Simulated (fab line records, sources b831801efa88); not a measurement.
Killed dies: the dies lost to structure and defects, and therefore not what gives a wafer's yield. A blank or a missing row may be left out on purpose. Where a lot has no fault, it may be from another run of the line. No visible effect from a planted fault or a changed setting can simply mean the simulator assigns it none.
Which of the tools did it? | flow gf180mcu | 11 lots, 33 wafers sampled, at 5 steps of a route of 602

== WHAT EACH GAUGE READ, for each wafer ==
GF_V1_RS_MEAS_24: measurement is done with a four-point probe. Usual: V1_W_RS gives 0.329 ohm/sq (standard deviation 0.0042).
lot  | measured     | on            | V1_W_RS (ohm/sq)  | flag
L713 | day 18 02:06 | film-metro-03 | 0.333 0.330 0.328 |
L716 | day 19 08:14 | film-metro-02 | 0.328 0.329 0.326 |
L717 | day 19 16:28 | film-metro-01 | 0.329 0.326 0.331 |
L722 | day 21 13:14 | film-metro-01 | 0.336 0.318 0.321 |
L724 | day 22 06:22 | film-metro-02 | 0.334 0.332 0.322 |
L726 | day 23 05:59 | film-metro-03 | 0.360 0.361 0.356 | OFF
L727 | day 23 10:26 | film-metro-03 | 0.364 0.366 0.366 | OFF
L731 | day 24 23:57 | film-metro-02 | 0.329 0.338 0.326 |
L733 | day 25 12:15 | film-metro-03 | 0.326 0.326 0.330 |
L736 | day 26 07:10 | film-metro-03 | 0.331 0.329 0.328 |
L735 | day 26 08:53 | film-metro-03 | 0.325 0.325 0.325 |

GF_V1_THK_MEAS_25: measures by xrf. Usual: V1_W_THK gives 345 nm (standard deviation 5.2).
lot  | measured     | on            | V1_W_THK (nm) | flag
L713 | day 18 02:13 | film-metro-03 | 345 345 347   |
L716 | day 19 08:19 | film-metro-02 | 348 345 349   |
L717 | day 19 16:35 | film-metro-01 | 341 344 340   |
L722 | day 21 13:20 | film-metro-01 | 335 354 350   |
L724 | day 22 06:29 | film-metro-02 | 340 341 353   |
L726 | day 23 06:06 | film-metro-03 | 314 313 318   | OFF
L727 | day 23 10:33 | film-metro-03 | 309 308 309   | OFF
L731 | day 25 00:04 | film-metro-02 | 346 339 351   |
L733 | day 25 12:22 | film-metro-03 | 348 349 346   |
L736 | day 26 07:17 | film-metro-03 | 345 346 348   |
L735 | day 26 09:00 | film-metro-03 | 349 351 349   |

== WHAT TOOL EACH LOT RAN ON (gives the tool, then ch and the chambers of the sampled wafers, and finally the start) ==
lot  | GF_M1_STRIP_17                       | GF_V1_SPUTTER_22             | GF_V1_CVD_23
L713 | plasma-asher-04 ch 0,1, day 16 23:44 | pvd-sputter-03, day 18 01:56 | cvd-w-01 ch 1, day 18 01:58
L716 | plasma-asher-04 ch 0,1, day 18 05:43 | pvd-sputter-04, day 19 08:01 | cvd-w-01 ch 0,1, day 19 08:05
L717 | plasma-asher-04 ch 0,1, day 18 14:17 | pvd-sputter-01, day 19 16:19 | cvd-w-01 ch 0,1, day 19 16:21
L722 | plasma-asher-01 ch 0,1, day 20 11:10 | pvd-sputter-01, day 21 13:02 | cvd-w-02 ch 0,1, day 21 13:07
L724 | plasma-asher-01 ch 0,1, day 21 04:23 | pvd-sputter-04, day 22 06:13 | cvd-w-02 ch 0,1, day 22 06:15
L726 | plasma-asher-03 ch 1, day 22 04:20   | pvd-sputter-04, day 23 05:49 | cvd-w-01 ch 0,1, day 23 05:52
L727 | plasma-asher-03 ch 0,1, day 22 09:28 | pvd-sputter-01, day 23 10:16 | cvd-w-01 ch 0,1, day 23 10:18
L731 | plasma-asher-04 ch 0, day 23 23:35   | pvd-sputter-04, day 24 23:48 | cvd-w-02 ch 0,1, day 24 23:50
L733 | plasma-asher-04 ch 0,1, day 24 12:37 | pvd-sputter-01, day 25 12:04 | cvd-w-02 ch 0,1, day 25 12:07
L736 | plasma-asher-04 ch 0,1, day 25 08:31 | pvd-sputter-03, day 26 07:01 | cvd-w-01 ch 0,1, day 26 07:03
L735 | plasma-asher-03 ch 0,1, day 25 10:13 | pvd-sputter-03, day 26 08:44 | cvd-w-02 ch 0,1, day 26 08:46
- GF_M1_STRIP_17: strips in O2/N2.
- GF_V1_SPUTTER_22: material TiN, target thk 10 nm, time 40 s.
- GF_V1_CVD_23: deposits W, target thk 350 nm, time 105.05 s.

== AS READ BY THE TOOLS THEMSELVES (means over the sampled wafers that have a number; for cases with no such wafer, the mark the record gives instead) ==
GF_M1_STRIP_17. Usual: drypump-motor-current-A 5.5 A, standard deviation 0.34; heater-power-w 339 W, standard deviation 24; n2-flow-sccm 299.9 sccm, standard deviation 0.83; oes-product-au 0.538 a.u., standard deviation 0.0051; strip-time-to-endpoint-s 7.42 s, standard deviation 0.052.
lot  | tool            | drypump-motor-current-A (A) | heater-power-w (W) | n2-flow-sccm (sccm) | oes-product-au (a.u.) | strip-time-to-endpoint-s (s) | flag
L713 | plasma-asher-04 | 5.6                         | 354                | 299.8               | 0.539                 | 7.37                         |
L716 | plasma-asher-04 | 5.6                         | 358                | 301.0               | 0.538                 | 7.39                         |
L717 | plasma-asher-04 | 5.6                         | 359                | 299.6               | 0.541                 | 7.43                         |
L722 | plasma-asher-01 | 5.4                         | 338                | 299.6               | 0.532                 | 7.35                         |
L724 | plasma-asher-01 | 5.1                         | 341                | 300.6               | 0.538                 | 7.40                         |
L726 | plasma-asher-03 | 6.1                         | 337                | 300.1               | 0.535                 | 7.36                         |
L727 | plasma-asher-03 | 5.6                         | 308                | 299.8               | 0.543                 | 7.48                         |
L731 | plasma-asher-04 | 5.7                         | 381                | 300.1               | 0.539                 | 7.45                         |
L733 | plasma-asher-04 | 5.6                         | 343                | 300.1               | 0.536                 | 7.37                         |
L736 | plasma-asher-04 | 5.6                         | 346                | 299.3               | 0.538                 | 7.41                         |
L735 | plasma-asher-03 | 5.6                         | 311                | 300.5               | 0.534                 | 7.39                         |

GF_V1_SPUTTER_22. Usual: throttle-valve-pct at 30.0 %, with a standard deviation of 0.85.
lot  | tool           | throttle-valve-pct (%) | flag
L713 | pvd-sputter-03 | 29.1                   |
L716 | pvd-sputter-04 | 29.3                   |
L717 | pvd-sputter-01 | 30.9                   |
L722 | pvd-sputter-01 | 30.7                   |
L724 | pvd-sputter-04 | 30.1                   |
L726 | pvd-sputter-04 | 29.6                   |
L727 | pvd-sputter-01 | 30.2                   |
L731 | pvd-sputter-04 | 29.5                   |
L733 | pvd-sputter-01 | 30.8                   |
L736 | pvd-sputter-03 | 29.6                   |
L735 | pvd-sputter-03 | 30.3                   |

GF_V1_CVD_23. Usual: heater-power-w at 811 W, with a standard deviation of 61.
lot  | tool     | heater-power-w (W) | flag
L713 | cvd-w-01 | 753                |
L716 | cvd-w-01 | 748                |
L717 | cvd-w-01 | 740                |
L722 | cvd-w-02 | 872                |
L724 | cvd-w-02 | 853                |
L726 | cvd-w-01 | 746                |
L727 | cvd-w-01 | 746                |
L731 | cvd-w-02 | 864                |
L733 | cvd-w-02 | 878                |
L736 | cvd-w-01 | 754                |
L735 | cvd-w-02 | 886                |

== THE ANSWER, worked out from the rows above alone ==
Rule: a lot counts as off when the mean over its wafers that have a number is more than 3 standard deviations away from the usual mean. A lot without any number at a reading at which 4 lots or more have one is off too. Any other lot the step has rows for is counted as sound. Order of review: gauges by route order, followed by the tools' own readings, for which a lot's mean as printed above is used. At the first step where some lot is off, the reading lying furthest off is the one used; lots without a number count as furthest.
Off: L726, L727, at GF_V1_RS_MEAS_24 (V1_W_RS).
If a tool, at a process step before that reading, ran all the lots that are off and no sound lot after the first of them, it fits. Gauges at GF_V1_RS_MEAS_24: tried the same way as those tools. No candidate that was tried fits.

== WHAT THE SIMULATOR HAD INSERTED ==
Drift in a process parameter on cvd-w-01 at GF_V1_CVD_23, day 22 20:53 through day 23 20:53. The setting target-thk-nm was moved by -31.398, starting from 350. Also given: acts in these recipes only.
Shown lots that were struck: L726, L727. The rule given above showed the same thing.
